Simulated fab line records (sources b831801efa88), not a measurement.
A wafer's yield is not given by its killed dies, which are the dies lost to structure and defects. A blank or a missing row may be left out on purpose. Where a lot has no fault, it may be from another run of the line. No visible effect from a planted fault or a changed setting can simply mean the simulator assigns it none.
Which of the tools did it?    flow gf180mcu    Sampling: 13 lots, 39 wafers, 3 of 602 route steps

WHAT THE GAUGES SHOWED, per wafer
GF_V2_THK_MEAS_01.
lot   measured      on            V2_CVD_00_THK (nm)
L696  day 19 04:54  filmMetro-01  598 596 591
L698  day 19 21:54  filmMetro-04  600 601 597
L700  day 20 18:40  filmMetro-01  606 599 604
L705  day 22 21:31  filmMetro-03  589 600 600
L709  day 24 04:25  filmMetro-04  589 594 597
L712  day 25 00:17  filmMetro-04  608 598 597
L713  day 25 08:36  filmMetro-01  601 597 590
L714  day 25 17:16  filmMetro-04  610 601 609
L715  day 25 22:35  filmMetro-04  601 598 594
L716  day 26 04:37  filmMetro-03  594 591 602
L717  day 26 13:19  filmMetro-01  592 600 596
L718  day 26 20:43  filmMetro-04  606 616 598
L719  day 27 06:28  filmMetro-01  588 596 594

GF_M3_RS_MEAS_05: measurement is done with a four-point probe.
lot   measured      on            M3_ALCU_RS (ohm/sq)
L696  day 20 07:51  filmMetro-03  0.0695 0.0684 0.0690
L698  day 21 00:50  filmMetro-03  0.0691 0.0693 0.0702
L700  day 21 20:37  filmMetro-03  0.0700 0.0706 0.0701
L705  day 23 22:58  filmMetro-01  0.0715 0.0705 0.0703
L709  day 25 04:41  filmMetro-02  0.0677 0.0683 0.0681
L712  day 26 00:26  filmMetro-02  0.0699 0.0688 0.0695
L713  day 26 08:28  filmMetro-03  0.0697 0.0686 0.0692
L714  day 26 16:07  filmMetro-01  0.0705 0.0703 0.0709
L715  day 26 22:19  filmMetro-03  0.0688 0.0697 0.0691
L716  day 27 03:39  filmMetro-03  0.0708 0.0694 0.0704
L717  day 27 12:06  filmMetro-02  0.0684 0.0678 0.0673
L718  day 27 19:10  filmMetro-02  0.0682 0.0685 0.0675
L719  day 28 05:03  filmMetro-01  0.0698 0.0705 0.0707

GF_V4_THK_MEAS_01.
lot   measured      on            V4_CVD_00_THK (nm)
L696  day 23 10:08  filmMetro-04  609 603 605
L698  day 24 02:12  filmMetro-04  610 607 610
L700  day 24 21:49  filmMetro-04  597 603 603
L705  day 26 20:52  filmMetro-01  600 604 607
L709  day 27 23:27  filmMetro-01  601 602 595
L712  day 28 16:40  filmMetro-01  604 601 604
L713  day 29 00:35  filmMetro-03  602 597 612
L714  day 29 07:31  filmMetro-03  597 599 596
L715  day 29 13:04  filmMetro-01  598 595 594
L716  day 29 17:46  filmMetro-03  602 601 604
L717  day 30 06:29  filmMetro-03  601 601 599
L718  day 30 09:16  filmMetro-01  598 600 599
L719  day 30 18:08  filmMetro-01  607 590 599

WHICH TOOL RAN EACH LOT (tool, then ch and the chambers of the sampled wafers, then the start)
Record: no process step prior to these readings.

WHAT THE TOOLS THEMSELVES READ (means of the sampled wafers that have a number; where no wafer has one, the mark that the record gives instead)
The record holds no such reading with a usual standard deviation.

THE ANSWER, worked out from the rows above alone
Rule: the lots themselves supply what counts as usual. Put in order of their means at a reading, lots are off if they are a third of the lots or fewer, leave a main group of 4 or more, and stand apart from it by a gap of 3 or more times the standard deviation of the main group's means; of several such gaps the widest counts. If all means in a main group match to the digits the tables above print for the reading, that group is not used. Also off: a lot with no number at a reading for which 4 or more lots have one. Any other lot the step has rows for is counted as sound. Order of review: gauges by route order, followed by the tools' own readings, for which a lot's mean as printed above is used. The first step at which some lot is off is used, and at that step the reading that is off furthest; a lot without a number counts as furthest.
No lot is off at any reading shown: from this, nothing can be told.

WHAT THE SIMULATOR HAD INSERTED
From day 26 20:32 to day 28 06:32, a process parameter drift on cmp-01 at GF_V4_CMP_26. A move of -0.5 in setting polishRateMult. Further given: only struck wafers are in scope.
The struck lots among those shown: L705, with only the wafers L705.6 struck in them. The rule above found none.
